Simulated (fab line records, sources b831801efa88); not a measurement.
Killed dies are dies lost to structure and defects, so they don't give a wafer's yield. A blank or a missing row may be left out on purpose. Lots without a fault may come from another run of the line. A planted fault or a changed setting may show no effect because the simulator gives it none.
fab line records | flow gf180mcu | part 1 of 2: steps 1 to 28 of 40
record lots=5 wafers=15 last_day=34
route steps=602 shown DUAL_GATE@152 POLY_GATE@157 HV_LDD@176
lots that met no fault: from a run of the same line without faults
start_h: hours from the record's first day to the start of the lot's first wafer shown | wait_h: hours since the lot's step before | " the same as in the row above | L1.1+2: a row that stands for several wafers | - no value, or no start given | * or withheld: withheld | < > ~ a bound
route shown NAME@n: a module of which the file shows steps, and the number in the route of the first | usual: mean/standard deviation of fault-free wafers | same: alike in all rows | chamber/n: place in a boat | sites: the reading at each site | _std_site: their standard deviation | _edge_site: outer sites' mean less inner sites' | radius_mm: how far each site lies from the wafer's centre | mask NAME#n: copy n | behind: the tool/chamber that last shaped the wafer | hold: why the lot was held/for how many hours/how that ended | device: the transistor (n, p or np) that didn't switch | end of line: the same wafers' tests at the end of the route | a step without rows: its recipe alone | killed: dies lost to structure and defects at the first sort, not the wafer's yield | map: a wafer's dies, x killed, . not, _ none there
set.NAME: the setting as run; set.NAME@STEP: as run at that earlier step | model.NAME: the simulator's own value behind a step, which no gauge read
lots at some steps of the route; a table a step, a row a wafer
services: from which hour (start_h, from the record's first day; less than 0 if before it) a tool's chamber was out of use, for how many hours, and why
## steps
# step GF_DUAL_GATE_OVL_MEAS_11
# usual DUAL_GATE_OVL=1.0/1.3
# columns lot.wafer tool chamber start_h wait_h DUAL_GATE_OVL[nm]
L075.1 overlay-02 - 183.23 0.1 -0.3
L075.3 " - " " -0.8
L075.4 " - " " 1.1
L080.2 overlay-01 - 213.03 0.1 0.7
L080.3 " - " " 0.4
L080.5 " - " " -0.2
L085.3 overlay-01 - 245.49 0.1 2.6
L085.5 " - " " 2.0
L085.6 " - " " 1.6
L090.2 overlay-02 - 280.68 0.1 -0.5
L090.3 " - " " 0.4
L090.6 " - " " 1.4
L097.2 overlay-01 - 342.83 0.1 2.8
L097.4 " - " " 2.7
L097.5 " - " " 3.6
# step GF_DUAL_GATE_WET_ETCH_12
# recipe chemistry=dHF target_depth_nm=13 dry=n2_spin target=SiO2 temp_c=25 dilution=100:1 time_s=260
# usual temp_c=24.97/0.12
# columns lot.wafer tool chamber start_h wait_h temp_c
L075.1 wet_bench-03 1 183.26 0.0 24.88
L075.3 " 1 " " 24.90
L075.4 " 1 " " 24.83
L080.2 wet_bench-03 3 213.06 0.0 25.11
L080.3 " 3 " " 25.09
L080.5 " 3 " " 25.04
L085.3 wet_bench-03 3 245.51 0.0 25.02
L085.5 " 3 " " 25.13
L085.6 " 3 " " 25.13
L090.2 wet_bench-03 0 280.71 0.0 24.96
L090.3 " 0 " " 24.81
L090.6 " 0 " " 24.79
L097.2 wet_bench-02 0 342.86 0.0 24.73
L097.4 " 0 " " 25.01
L097.5 " 0 " " 24.76
# step GF_DUAL_GATE_STRIP_13
# recipe chemistry=O2/N2 power_w=1400 pressure_mtorr=1500 platen_temp_c=250 o2_flow_sccm=3000 n2_flow_sccm=300 overash_fraction=0.5
# usual drypump_motor_current_A=5.7/0.44 heater_power_w=356/58 oes_product_au=0.716/0.0045 strip_time_to_endpoint_s=12.55/0.04
# columns lot.wafer tool chamber start_h wait_h drypump_motor_current_A heater_power_w oes_product_au rf_hours_counter_h strip_time_to_endpoint_s
L075.1 plasma_asher-01 0 183.34 0.0 5.7 289 0.716 52 12.59
L075.3 " 0 " " 5.7 300 0.720 - 12.55
L075.4 " 1 " " 5.4 339 0.714 - 12.56
L080.2 plasma_asher-01 1 213.14 0.0 5.4 330 0.716 57 12.51
L080.3 " 0 " " 5.7 296 0.723 - 12.58
L080.5 " 0 " " 5.7 289 0.719 - 12.53
L085.3 plasma_asher-02 0 245.63 0.0 6.0 470 0.716 - 12.52
L085.5 " 1 " " 4.9 356 0.713 - 12.53
L085.6 " 0 " " 6.0 467 0.715 - 12.51
L090.2 plasma_asher-02 1 280.79 0.0 4.9 348 0.718 18 12.56
L090.3 " 1 " " 4.9 343 0.719 - 12.55
L090.6 " 1 " " 4.9 352 0.719 - 12.54
L097.2 plasma_asher-03 0 342.95 0.0 6.2 358 0.723 57 12.45
L097.4 " 1 " " 5.8 321 0.720 - 12.50
L097.5 " 1 " " 5.8 317 0.708 - 12.49
# step GF_DUAL_GATE_CLEAN_14
# recipe chemistry=SC1/SC2 mix=1:4:20 temp_c=70 time_s=150 dry=n2_spin
# usual temp_c=70.00/0.12
# columns lot.wafer tool chamber start_h wait_h temp_c
L075.1 wet_bench-02 3 183.44 0.1 69.94
L075.3 " 3 " " 69.79
L075.4 " 3 " " 69.92
L080.2 wet_bench-02 0 213.24 0.1 70.00
L080.3 " 0 " " 69.98
L080.5 " 0 " " 70.08
L085.3 wet_bench-03 1 245.69 0.0 70.11
L085.5 " 1 " " 69.86
L085.6 " 1 " " 70.02
L090.2 wet_bench-04 2 280.89 0.1 70.00
L090.3 " 2 " " 69.98
L090.6 " 2 " " 70.03
L097.2 wet_bench-04 1 343.05 0.1 70.28
L097.4 " 1 " " 70.03
L097.5 " 1 " " 70.21
# step GF_DUAL_GATE_OXIDATION_15
# recipe temp_c=850 ambient=O2 stabilise_s=600 purge_s=300 target_thk_a=70.98 ox_time_s=1995
# usual spike_tc_lower_C=851.2/1.1 tube_center_temp_C_max=852.2/0.38 zone_power_centre_pct=15.0/1.7
# columns lot.wafer tool chamber start_h wait_h spike_tc_lower_C tube_center_temp_C_max zone_power_centre_pct
L075.1 furnace-02 0 186.20 2.7 851.0 852.4 16.8
L075.3 " 0 " " 851.9 852.7 17.4
L075.4 " 0 " " 854.0 852.0 17.2
L080.2 furnace-01 0 215.18 1.9 850.8 851.6 13.7
L080.3 " 0 " " 852.2 852.3 14.0
L080.5 " 0 " " 849.9 852.5 13.9
L085.3 furnace-01 0 245.74 0.0 849.6 852.3 13.7
L085.5 " 0 " " 851.1 851.6 13.7
L085.6 " 0 " " 849.7 852.9 13.5
L090.2 furnace-01 0 281.18 0.2 852.3 852.2 13.6
L090.3 " 0 " " 852.7 852.4 13.8
L090.6 " 0 " " 851.9 853.0 13.9
L097.2 furnace-01 0 343.11 0.0 850.2 852.6 13.6
L097.4 " 0 " " 850.9 852.2 13.7
L097.5 " 0 " " 851.8 852.0 13.6
# step GF_POLY_GATE_CVD_00
# recipe material=poly-Si target_thk_nm=200 temp_c=620 time_s=1200 pressure_mtorr=200
# usual spike_tc_lower_C=620.5/1.3 zone_power_centre_pct=9.1/0.9
# columns lot.wafer tool chamber start_h wait_h spike_tc_lower_C zone_power_centre_pct
L075.1 lpcvd-01 0 187.90 0.1 620.9 10.3
L075.3 " 0 " " 624.0 10.5
L075.4 " 0 " " 622.6 10.5
L080.2 lpcvd-02 1 216.73 0.0 620.7 9.4
L080.3 " 1 " " 620.0 9.7
L080.5 " 1 " " 619.4 9.5
L085.3 lpcvd-02 0 248.22 0.9 620.0 8.4
L085.5 " 0 " " 620.0 8.5
L085.6 " 0 " " 621.4 8.2
L090.2 lpcvd-02 1 283.56 0.8 620.3 9.6
L090.3 " 1 " " 618.6 9.7
L090.6 " 1 " " 616.2 9.5
L097.2 lpcvd-02 0 344.66 0.0 620.1 8.3
L097.4 " 0 " " 621.4 8.3
L097.5 " 0 " " 620.6 8.3
# step GF_POLY_GATE_THK_MEAS_01
# recipe reads=poly-Si_of_POLY_GATE_CVD_00
# usual POLY_GATE_CVD_00_THK=200.4/1.6
# columns lot.wafer tool chamber start_h wait_h POLY_GATE_CVD_00_THK[nm]
L075.1 film_metro-03 - 189.23 0.0 200.1
L075.3 " - " " 201.0
L075.4 " - " " 200.2
L080.2 film_metro-04 - 218.08 0.0 200.6
L080.3 " - " " 199.1
L080.5 " - " " 199.6
L085.3 film_metro-03 - 249.58 0.0 200.9
L085.5 " - " " 202.0
L085.6 " - " " 200.9
L090.2 film_metro-03 - 284.90 0.0 202.0
L090.3 " - " " 199.3
L090.6 " - " " 200.0
L097.2 film_metro-04 - 346.00 0.0 202.3
L097.4 " - " " 201.9
L097.5 " - " " 202.0
# step GF_POLY_GATE_DEHYDRATE_02
# recipe temp_c=200 time_s=60
# columns lot.wafer tool chamber start_h wait_h
L075.1+3+4 litho_track-02 0 197.28 8.0
L080.2+3+5 litho_track-03 0 225.83 7.7
L085.3+5+6 litho_track-02 0 258.93 9.3
L090.2+3+6 litho_track-02 0 293.55 8.6
L097.2+4+5 litho_track-03 0 356.17 10.2
# step GF_POLY_GATE_HMDS_03
# recipe prime_time_s=60 prime_temp_c=120
# columns lot.wafer tool chamber start_h wait_h
L075.1+3+4 litho_track-02 0 197.43 0.1
L080.2+3+5 litho_track-03 0 225.98 0.1
L085.3+5+6 litho_track-02 0 259.08 0.1
L090.2+3+6 litho_track-02 0 293.70 0.1
L097.2+4+5 litho_track-03 0 356.32 0.1
# step GF_POLY_GATE_COAT_04
# recipe resist=BARC temp_c=withheld time_s=withheld spin_rpm=withheld resist_thk_nm=withheld
# columns lot.wafer tool chamber start_h wait_h
L075.1+3+4 litho_track-02 0 197.58 0.1
L080.2+3+5 litho_track-03 0 226.13 0.1
L085.3+5+6 litho_track-02 0 259.23 0.1
L090.2+3+6 litho_track-02 0 293.85 0.1
L097.2+4+5 litho_track-03 0 356.47 0.1
# step GF_POLY_GATE_COAT_05
# recipe resist=KrF spin_rpm=withheld resist_thk_nm=700
# columns lot.wafer tool chamber start_h wait_h
L075.1+3+4 litho_track-02 0 - -
L080.2+3+5 litho_track-03 0 - -
L085.3+5+6 litho_track-02 0 - -
L090.2+3+6 litho_track-02 0 - -
L097.2+4+5 litho_track-03 0 - -
# step GF_POLY_GATE_SOFTBAKE_06
# recipe temp_c=131.3 time_s=60 resist=KrF
# columns lot.wafer tool chamber start_h wait_h
L075.1+3+4 litho_track-02 0 - -
L080.2+3+5 litho_track-03 0 - -
L085.3+5+6 litho_track-02 0 - -
L090.2+3+6 litho_track-02 0 - -
L097.2+4+5 litho_track-03 0 - -
# step GF_POLY_GATE_EXPOSE_07
# recipe mask_id=Poly2 target_cd_nm=280 na=0.68 source_shape=conventional sigma_outer=0.6 dose_mj=28
# usual stage_vel_mm_s=500.09/0.24
# same sigma_outer=0.6
# columns lot.wafer tool chamber start_h wait_h mask stage_vel_mm_s
L075.1 krf_scanner-02 0 - - Poly2#0 500.55
L075.3 " 0 " " Poly2#0 499.89
L075.4 " 0 " " Poly2#0 500.21
L080.2 krf_scanner-01 0 - - Poly2#0 500.05
L080.3 " 0 " " Poly2#0 499.95
L080.5 " 0 " " Poly2#0 499.98
L085.3 krf_scanner-01 0 - - Poly2#0 500.44
L085.5 " 0 " " Poly2#0 499.64
L085.6 " 0 " " Poly2#0 499.99
L090.2 krf_scanner-02 0 - - Poly2#0 499.87
L090.3 " 0 " " Poly2#0 499.97
L090.6 " 0 " " Poly2#0 500.00
L097.2 krf_scanner-02 0 - - Poly2#0 500.05
L097.4 " 0 " " Poly2#0 499.42
L097.5 " 0 " " Poly2#0 499.86
# step GF_POLY_GATE_PEB_08
# recipe peb_temp_c=135 peb_time_s=90 resist=KrF
# columns lot.wafer tool chamber start_h wait_h
L075.1+3+4 litho_track-04 0 - -
L080.2+3+5 litho_track-03 0 - -
L085.3+5+6 litho_track-04 0 - -
L090.2+3+6 litho_track-03 0 - -
L097.2+4+5 litho_track-03 0 - -
# step GF_POLY_GATE_DEVELOP_09
# recipe develop_time_s=60 resist=KrF dev_temp_c=21
# columns lot.wafer tool chamber start_h wait_h
L075.1+3+4 litho_track-04 0 206.53 0.2
L080.2+3+5 litho_track-03 0 235.68 0.2
L085.3+5+6 litho_track-04 0 267.72 0.1
L090.2+3+6 litho_track-03 0 304.23 0.2
L097.2+4+5 litho_track-03 0 367.67 0.2
# step GF_POLY_GATE_CD_MEAS_10
# recipe target_cd_nm=280
# usual cd_nm=280.0/1.4
# columns lot.wafer tool chamber start_h wait_h cd_nm
L075.1 cd_sem-02 - 206.68 0.1 280.9
L075.3 " - " " 280.4
L075.4 " - " " 280.6
L080.2 cd_sem-01 - 235.82 0.1 279.8
L080.3 " - " " 279.9
L080.5 " - " " 279.0
L085.3 cd_sem-01 - 267.86 0.1 282.0
L085.5 " - " " 281.6
L085.6 " - " " 281.8
L090.2 cd_sem-02 - 304.37 0.1 281.3
L090.3 " - " " 280.9
L090.6 " - " " 279.5
L097.2 cd_sem-01 - 367.82 0.1 280.2
L097.4 " - " " 280.6
L097.5 " - " " 279.3
# step GF_POLY_GATE_OVL_MEAS_11
# usual POLY_GATE_OVL=3/5
# columns lot.wafer tool chamber start_h wait_h POLY_GATE_OVL[nm]
L075.1 overlay-01 - 206.80 0.1 0
L075.3 " - " " 3
L075.4 " - " " 4
L080.2 overlay-02 - 235.93 0.1 4
L080.3 " - " " -1
L080.5 " - " " -1
L085.3 overlay-01 - 267.96 0.1 6
L085.5 " - " " 2
L085.6 " - " " 2
L090.2 overlay-01 - 304.48 0.1 -3
L090.3 " - " " 3
L090.6 " - " " 2
L097.2 overlay-01 - 367.93 0.1 6
L097.4 " - " " 6
L097.5 " - " " 8
# step GF_POLY_GATE_ETCH_12
# recipe chemistry=N2/H2 target_depth_a=withheld overetch_a=withheld time_s=withheld target=BARC ion_energy_ev=200 source_w=500 bias_w=100 pressure_mtorr=30 n2_flow_sccm=100 h2_flow_sccm=200
# usual drypump_motor_current_A=5.7/0.4 oes_product_au=0.736/0.0048 throttle_valve_pct=13.214/0.0091
# columns lot.wafer tool chamber start_h wait_h drypump_motor_current_A oes_product_au throttle_valve_pct
L075.1 rie_diel-02 2 206.83 0.0 5.9 0.741 13.206
L075.3 " 0 " " 5.7 0.734 13.213
L075.4 " 1 " " 5.5 0.731 13.223
L080.2 rie_diel-03 3 235.96 0.0 6.3 0.740 13.214
L080.3 " 2 " " 5.9 0.727 13.209
L080.5 " 3 " " 6.4 0.736 13.220
L085.3 rie_diel-03 0 267.98 0.0 6.1 0.729 13.219
L085.5 " 2 " " 5.9 0.737 13.207
L085.6 " 1 " " 5.7 0.742 13.213
L090.2 rie_diel-02 3 304.51 0.0 5.2 0.733 13.187
L090.3 " 2 " " 5.9 0.735 13.206
L090.6 " 0 " " 5.7 0.729 13.220
L097.2 rie_diel-04 0 367.96 0.0 6.0 0.740 13.226
L097.4 " 1 " " 4.9 0.730 13.211
L097.5 " 0 " " 5.9 0.736 13.203
# step GF_POLY_GATE_ETCH_13
# recipe target=poly-Si target_depth_nm=198.5 stop_on=SiO2 over_etch_frac=0.403 chemistry=HBr/Cl2 icp_w=400 bias_w=100 pressure_mtorr=10 HBr_flow_sccm=150 Cl2_flow_sccm=50 time_s=69.6
# usual drypump_motor_current_A=5.9/0.43 oes_product_au=0.989/0.007 throttle_valve_pct=33.685/0.0087
# columns lot.wafer tool chamber start_h wait_h drypump_motor_current_A oes_product_au rf_hours_counter_h throttle_valve_pct
L075.1 rie_si-01 3 206.88 - 6.8 0.993 1 33.676
L075.3 " 2 " " 6.1 0.996 80 33.677
L075.4 " 1 " " 6.0 0.977 8 33.697
L080.2 rie_si-02 2 236.01 - 5.7 0.997 78 33.679
L080.3 " 0 " " 5.5 0.988 2 33.684
L080.5 " 0 " " 5.5 0.997 - 33.681
L085.3 rie_si-02 2 268.03 - 5.7 0.996 78 33.700
L085.5 " 0 " " 5.5 0.992 - 33.693
L085.6 " 3 " " 5.5 0.989 - 33.687
L090.2 rie_si-02 2 304.56 - 5.6 0.995 79 33.700
L090.3 " 3 " " 5.5 0.974 1 33.687
L090.6 " 0 " " 5.5 0.983 - 33.679
L097.2 rie_si-01 2 368.01 - 6.1 0.988 81 33.682
L097.4 " 1 " " 6.0 0.985 - 33.693
L097.5 " 3 " " 6.8 0.994 - 33.686
# step GF_POLY_GATE_STRIP_14
# recipe chemistry=O2/N2 power_w=1400 pressure_mtorr=1500 platen_temp_c=250 o2_flow_sccm=3000 n2_flow_sccm=300 overash_fraction=0.5
# usual drypump_motor_current_A=5.6/0.49 heater_power_w=327/36 oes_product_au=0.505/0.0051
# columns lot.wafer tool chamber start_h wait_h drypump_motor_current_A heater_power_w oes_product_au rf_hours_counter_h
L075.1 plasma_asher-01 1 206.94 0.0 5.4 327 0.509 56
L075.3 " 1 " " 5.3 336 0.510 -
L075.4 " 0 " " 5.7 294 0.503 -
L080.2 plasma_asher-04 0 236.06 0.0 5.8 278 0.513 55
L080.3 " 0 " " 5.8 272 0.506 -
L080.5 " 0 " " 5.8 276 0.505 -
L085.3 plasma_asher-03 1 268.12 0.1 5.7 318 0.498 -
L085.5 " 0 " " 6.2 349 0.493 -
L085.6 " 1 " " 5.8 320 0.494 -
L090.2 plasma_asher-04 0 304.61 0.0 5.8 272 0.487 62
L090.3 " 1 " " 4.7 386 0.505 -
L090.6 " 1 " " 4.7 377 0.513 -
L097.2 plasma_asher-03 0 368.06 0.0 6.2 354 0.503 61
L097.4 " 0 " " 6.2 352 0.504 -
L097.5 " 0 " " 6.2 354 0.510 -
# step GF_POLY_GATE_CLEAN_15
# recipe chemistry=SC1/SC2 mix=1:4:20 temp_c=70 time_s=150 dry=n2_spin
# usual temp_c=69.99/0.12
# columns lot.wafer tool chamber start_h wait_h temp_c
L075.1 wet_bench-03 0 207.52 0.6 70.14
L075.3 " 0 " " 70.14
L075.4 " 0 " " 70.21
L080.2 wet_bench-04 3 236.16 0.1 69.91
L080.3 " 3 " " 69.80
L080.5 " 3 " " 70.03
L085.3 wet_bench-04 3 268.19 0.0 70.01
L085.5 " 3 " " 69.97
L085.6 " 3 " " 70.02
L090.2 wet_bench-01 2 304.71 0.1 70.10
L090.3 " 2 " " 70.12
L090.6 " 2 " " 70.20
L097.2 wet_bench-03 2 368.16 0.1 69.92
L097.4 " 2 " " 69.99
L097.5 " 2 " " 70.02
# step GF_POLY_GATE_OXIDATION_16
# recipe temp_c=850 ambient=O2 stabilise_s=600 purge_s=300 target_thk_a=40 ox_time_s=899
# usual spike_tc_lower_C=851.2/0.95 tube_center_temp_C_max=852.2/0.37 zone_power_centre_pct=15.4/1.7
# columns lot.wafer tool chamber start_h wait_h spike_tc_lower_C tube_center_temp_C_max zone_power_centre_pct
L075.1 furnace-01 0 207.57 0.0 853.1 852.0 13.8
L075.3 " 0 " " 850.1 851.6 13.9
L075.4 " 0 " " 851.8 852.2 13.4
L080.2 furnace-01 0 238.56 2.3 850.5 852.3 13.7
L080.3 " 0 " " 851.9 851.6 13.7
L080.5 " 0 " " 851.8 851.6 13.9
L085.3 furnace-02 0 268.24 0.0 850.3 852.4 17.2
L085.5 " 0 " " 849.8 852.2 17.1
L085.6 " 0 " " 850.9 852.9 17.2
L090.2 furnace-01 0 304.76 0.0 851.4 852.3 13.8
L090.3 " 0 " " 850.9 852.6 13.5
L090.6 " 0 " " 850.8 852.6 13.7
L097.2 furnace-01 0 368.21 0.0 851.0 852.3 13.8
L097.4 " 0 " " 851.9 852.0 13.8
L097.5 " 0 " " 849.5 851.8 13.7
# step GF_POLY_GATE_THK_MEAS_17
# recipe reads=SiO2_of_POLY_GATE_OXIDATION_16
# usual POLY_GATE_OXIDATION_THK=4.00/0.087
# columns lot.wafer tool chamber start_h wait_h POLY_GATE_OXIDATION_THK[nm]
L075.1 film_metro-04 - 208.82 0.0 3.93
L075.3 " - " " 4.00
L075.4 " - " " 3.91
L080.2 film_metro-02 - 239.82 0.0 4.09
L080.3 " - " " 4.03
L080.5 " - " " 4.06
L085.3 film_metro-04 - 269.51 0.0 3.92
L085.5 " - " " 3.86
L085.6 " - " " 3.87
L090.2 film_metro-04 - 306.02 0.0 4.08
L090.3 " - " " 4.07
L090.6 " - " " 4.07
L097.2 film_metro-04 - 369.47 0.0 3.96
L097.4 " - " " 3.85
L097.5 " - " " 3.90
# step GF_POLY_GATE_CD_MEAS_18
# usual cd_nm=279.9/1.8
# columns lot.wafer tool chamber start_h wait_h cd_nm
L075.1 cd_sem-02 - 208.88 0.1 280.8
L075.3 " - " " 281.1
L075.4 " - " " 280.4
L080.2 cd_sem-02 - 239.90 0.1 280.9
L080.3 " - " " 279.1
L080.5 " - " " 279.4
L085.3 cd_sem-01 - 269.61 0.1 282.7
L085.5 " - " " 282.0
L085.6 " - " " 281.7
L090.2 cd_sem-01 - 306.10 0.1 281.6
L090.3 " - " " 281.7
L090.6 " - " " 280.6
L097.2 cd_sem-02 - 369.55 0.1 279.8
L097.4 " - " " 279.9
L097.5 " - " " 278.5
# step GF_HV_LDD_DEHYDRATE_00
# recipe temp_c=200 time_s=60
# columns lot.wafer tool chamber start_h wait_h
L075.1+3+4 litho_track-04 0 216.78 7.9
L080.2+3+5 litho_track-01 0 247.80 7.9
L085.3+5+6 litho_track-01 0 278.63 9.0
L090.2+3+6 litho_track-01 0 316.05 9.9
L097.2+4+5 litho_track-01 0 379.65 10.1
# step GF_HV_LDD_HMDS_01
# recipe prime_time_s=60 prime_temp_c=120
# columns lot.wafer tool chamber start_h wait_h
L075.1+3+4 litho_track-04 0 216.93 0.1
L080.2+3+5 litho_track-01 0 247.95 0.1
L085.3+5+6 litho_track-01 0 278.78 0.1
L090.2+3+6 litho_track-01 0 316.20 0.1
L097.2+4+5 litho_track-01 0 379.80 0.1
# step GF_HV_LDD_COAT_02
# recipe resist=NOVOLAK spin_rpm=3000 resist_thk_nm=1000
# columns lot.wafer tool chamber start_h wait_h
L075.1+3+4 litho_track-04 0 217.08 0.1
L080.2+3+5 litho_track-01 0 248.10 0.1
L085.3+5+6 litho_track-01 0 278.93 0.1
L090.2+3+6 litho_track-01 0 316.35 0.1
L097.2+4+5 litho_track-01 0 379.95 0.1
# step GF_HV_LDD_SOFTBAKE_03
# recipe temp_c=90 time_s=60 resist=NOVOLAK
# columns lot.wafer tool chamber start_h wait_h
L075.1+3+4 litho_track-04 0 217.23 0.1
L080.2+3+5 litho_track-01 0 248.25 0.1
L085.3+5+6 litho_track-01 0 279.08 0.1
L090.2+3+6 litho_track-01 0 316.50 0.1
L097.2+4+5 litho_track-01 0 380.10 0.1
